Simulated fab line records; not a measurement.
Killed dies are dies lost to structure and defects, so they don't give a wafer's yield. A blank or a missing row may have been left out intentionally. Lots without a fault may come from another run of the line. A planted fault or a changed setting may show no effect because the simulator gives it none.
The tool behind it: which one? -- flow sky130 -- Sampling: 11 lots, 33 wafers, 6 of 708 route steps

WHAT THE GAUGES SHOWED, per wafer
SKY_DNWELL_TW_MEAS_09. Usual: DNWELL_TW typically reads 1116, with standard deviation 9.9.
lot,measured,on,DNWELL_TW,flag
L967,day 2 12:51,film metro-01,1116 1111 1117,
L968,day 3 03:34,film metro-01,1116 1114 1113,
L980,day 6 04:26,film metro-01,1113 1111 1117,
L983,day 6 21:16,film metro-01,1107 1113 1106,
L984,day 7 08:11,film metro-01,1113 1112 1112,
L985,day 7 11:22,film metro-01,1116 1116 1121,
L988,day 8 14:22,film metro-02,1133 1132 1129,
L989,day 8 14:00,film metro-03,1097 1102 1105,
L990,day 8 22:58,film metro-01,1114 1108 1111,

SKY_NWELL_OVL_MEAS_23. Usual: NWELL_01_OVL typically reads -0.9 nm, with standard deviation 1.6.
lot,measured,on,NWELL_01_OVL (nm),flag
L967,day 4 03:31,overlay-01,-1.1 -0.2 -0.9,
L968,day 5 06:52,overlay-02,-1.6 -0.5 -0.9,
L980,day 8 15:04,overlay-02,-3.1 -1.4 -1.8,
L983,day 9 11:46,overlay-02,1.2 0.6 -0.8,
L984,day 9 22:52,overlay-02,-0.4 -0.2 -0.8,
L985,day 10 03:10,overlay-02,-0.2 0.7 1.4,
L988,day 11 12:13,overlay-01,-2.5 -2.1 -1.4,
L989,day 11 11:24,overlay-01,-4.7 -5.5 -3.7,
L990,day 11 22:13,overlay-01,-1.5 0.6 0.3,

SKY_VT_ADJUST_HVTP_OVL_MEAS_08. Usual: VT_ADJUST_HVTP_OVL typically reads -0.5 nm, with standard deviation 1.2.
lot,measured,on,VT_ADJUST_HVTP_OVL (nm),flag
L967,day 4 20:47,overlay-01,-1.4 -1.9 -1.3,
L968,day 6 01:41,overlay-02,0.7 -0.5 1.8,
L980,day 9 14:08,overlay-02,-0.6 -1.7 -0.6,
L983,day 10 09:41,overlay-02,0.7 -1.0 1.1,
L984,day 10 23:08,overlay-01,0.2 0.7 0.0,
L985,day 11 03:56,overlay-02,1.1 0.2 0.4,
L988,day 12 15:05,overlay-01,-1.8 -1.6 -1.6,
L989,day 12 14:13,overlay-02,-1.0 -1.7 -1.9,
L990,day 13 00:35,overlay-01,-0.5 0.1 0.4,

WHICH TOOL RAN EACH LOT (tool, then ch and the chambers of the sampled wafers, then the start)
lot,SKY_FIELD_ISO_ETCH_14,SKY_FIELD_ISO_ETCH_15,SKY_FIELD_ISO_STRIP_16
L967,"rie diel-03 ch 0,1,2, day 2 04:05","rie diel-03 ch 0,1,2, day 2 04:08","plasma asher-01 ch 0,1, day 2 04:11"
L968,"rie diel-01 ch 0,2,3, day 2 04:44","rie diel-01 ch 0,2,3, day 2 04:47","plasma asher-03 ch 0,1, day 2 04:50"
L970,"rie diel-03 ch 0,3, day 2 08:50","rie diel-03 ch 0,3, day 2 08:52","plasma asher-04 ch 0,1, day 2 08:55"
L971,"rie diel-02 ch 0,1,3, day 2 11:54","rie diel-02 ch 0,1,3, day 2 11:56","plasma asher-01 ch 0,1, day 2 12:00"
L980,"rie diel-02 ch 0,3, day 5 02:37","rie diel-02 ch 0,3, day 5 02:40","plasma asher-04 ch 0,1, day 5 02:43"
L983,"rie diel-01 ch 0,2, day 5 15:38","rie diel-01 ch 0,2, day 5 15:41","plasma asher-01 ch 0,1, day 5 15:44"
L984,"rie diel-03 ch 0,3, day 5 22:58","rie diel-03 ch 0,3, day 5 23:01","plasma asher-01 ch 0,1, day 5 23:04"
L985,"rie diel-01 ch 1,3, day 6 03:55","rie diel-01 ch 1,3, day 6 03:58","plasma asher-01 ch 0,1, day 6 04:01"
L988,"rie diel-02 ch 0,1,2, day 6 18:38","rie diel-02 ch 0,1,2, day 6 18:41","plasma asher-01 ch 0, day 6 18:44"
L989,"rie diel-02 ch 2,3, day 7 01:17","rie diel-02 ch 2,3, day 7 01:20","plasma asher-03 ch 0,1, day 7 01:23"
L990,"rie diel-03 ch 0,1, day 7 07:37","rie diel-03 ch 0,1, day 7 07:40","plasma asher-03 ch 1, day 7 07:43"
- SKY_FIELD_ISO_ETCH_14: etches BARC in N2/H2, stops on SiO2, time 45.9 s, target depth 60 nm.
- SKY_FIELD_ISO_ETCH_15: etches the open film in CHF3/O2, stops on Si, target depth 180 nm, time 72 s.
- SKY_FIELD_ISO_STRIP_16: strips in O2/N2.

WHAT THE TOOLS THEMSELVES READ (means of the sampled wafers that have a number; where no wafer has one, the mark that the record gives instead)
SKY_FIELD_ISO_ETCH_14. Usual: bias w 99.94 W, standard deviation 0.3; chamber pressure mTorr 30.001 mTorr, standard deviation 0.024; drypump motor current A 5.7 A, standard deviation 0.49; h2 flow sccm 200.0 sccm, standard deviation 0.59; oes product au 0.854 a.u., standard deviation 0.0052; throttle valve pct 13.224 %, standard deviation 0.0096.
lot,tool,bias w (W),chamber pressure mTorr (mTorr),drypump motor current A (A),h2 flow sccm (sccm),oes product au (a.u.),throttle valve pct (%),flag
L967,rie diel-03,99.96,30.008,6.0,199.3,0.855,13.226,
L968,rie diel-01,99.91,29.979,6.0,199.7,0.854,13.216,
L970,rie diel-03,-,-,-,-,-,-,OFF
L971,rie diel-02,-,-,-,-,-,-,OFF
L980,rie diel-02,99.62,29.987,5.4,200.5,0.854,13.223,
L983,rie diel-01,100.04,29.989,5.9,199.2,0.859,13.229,
L984,rie diel-03,100.05,30.003,5.6,200.5,0.853,13.228,
L985,rie diel-01,100.08,30.011,5.4,199.9,0.851,13.225,
L988,rie diel-02,99.98,30.023,5.6,200.4,0.858,13.229,
L989,rie diel-02,99.87,30.021,5.7,199.7,0.857,13.219,
L990,rie diel-03,100.24,30.010,5.9,199.9,0.857,13.228,

SKY_FIELD_ISO_ETCH_15. Usual: O2_flow_sccm 5.003 sccm, standard deviation 0.013; bias w 200.0 W, standard deviation 0.57; drypump motor current A 5.7 A, standard deviation 0.49; oes product au 0.943 a.u., standard deviation 0.0079; throttle valve pct 8.845 %, standard deviation 0.009.
lot,tool,O2_flow_sccm (sccm),bias w (W),drypump motor current A (A),oes product au (a.u.),throttle valve pct (%),flag
L967,rie diel-03,5.007,199.7,5.9,0.944,8.848,
L968,rie diel-01,5.002,200.2,6.0,0.937,8.844,
L970,rie diel-03,5.011,199.8,5.6,0.376,8.690,OFF
L971,rie diel-02,5.011,200.6,5.7,0.380,8.679,OFF
L980,rie diel-02,5.003,200.1,5.4,0.935,8.846,
L983,rie diel-01,5.006,199.8,5.9,0.941,8.838,
L984,rie diel-03,4.999,200.6,5.6,0.953,8.851,
L985,rie diel-01,5.003,200.0,5.4,0.948,8.838,
L988,rie diel-02,5.003,199.8,5.7,0.944,8.846,
L989,rie diel-02,5.016,199.2,5.7,0.947,8.846,
L990,rie diel-03,5.006,200.2,5.9,0.947,8.837,

SKY_FIELD_ISO_STRIP_16. Usual: drypump motor current A 5.6 A, standard deviation 0.42; oes product au 0.378 a.u., standard deviation 0.0048; strip time to endpoint s 3.543 s, standard deviation 0.025.
lot,tool,drypump motor current A (A),oes product au (a.u.),strip time to endpoint s (s),flag
L967,plasma asher-01,5.7,0.375,3.538,
L968,plasma asher-03,5.4,0.381,3.560,
L970,plasma asher-04,5.5,0.400,4.007,OFF
L971,plasma asher-01,5.7,0.398,3.992,OFF
L980,plasma asher-04,5.5,0.374,3.537,
L983,plasma asher-01,5.6,0.376,3.517,
L984,plasma asher-01,5.7,0.382,3.542,
L985,plasma asher-01,5.8,0.377,3.555,
L988,plasma asher-01,5.4,0.382,3.549,
L989,plasma asher-03,5.6,0.374,3.553,
L990,plasma asher-03,5.3,0.381,3.548,

THE ANSWER, worked out from the rows above alone
Rule: a lot counts as off when the mean over its wafers that have a number is more than 3 standard deviations away from the usual mean. A lot without any number at a reading at which 4 lots or more have one is off too. Any other lot the step has rows for is counted as sound. Order of review: gauges by route order, followed by the tools' own readings, for which a lot's mean as printed above is used. The first step at which some lot is off is used, and at that step the reading that is off furthest; a lot without a number counts as furthest.
Off, at SKY_FIELD_ISO_ETCH_14 on bias w: L970, L971. Without a number there: L970, L971.
A tool fits if, at that step or a process step before it, it ran every lot that is off, and no sound lot after the first of them. None of those tried fits.

WHAT HAD BEEN PUT IN BY THE SIMULATOR
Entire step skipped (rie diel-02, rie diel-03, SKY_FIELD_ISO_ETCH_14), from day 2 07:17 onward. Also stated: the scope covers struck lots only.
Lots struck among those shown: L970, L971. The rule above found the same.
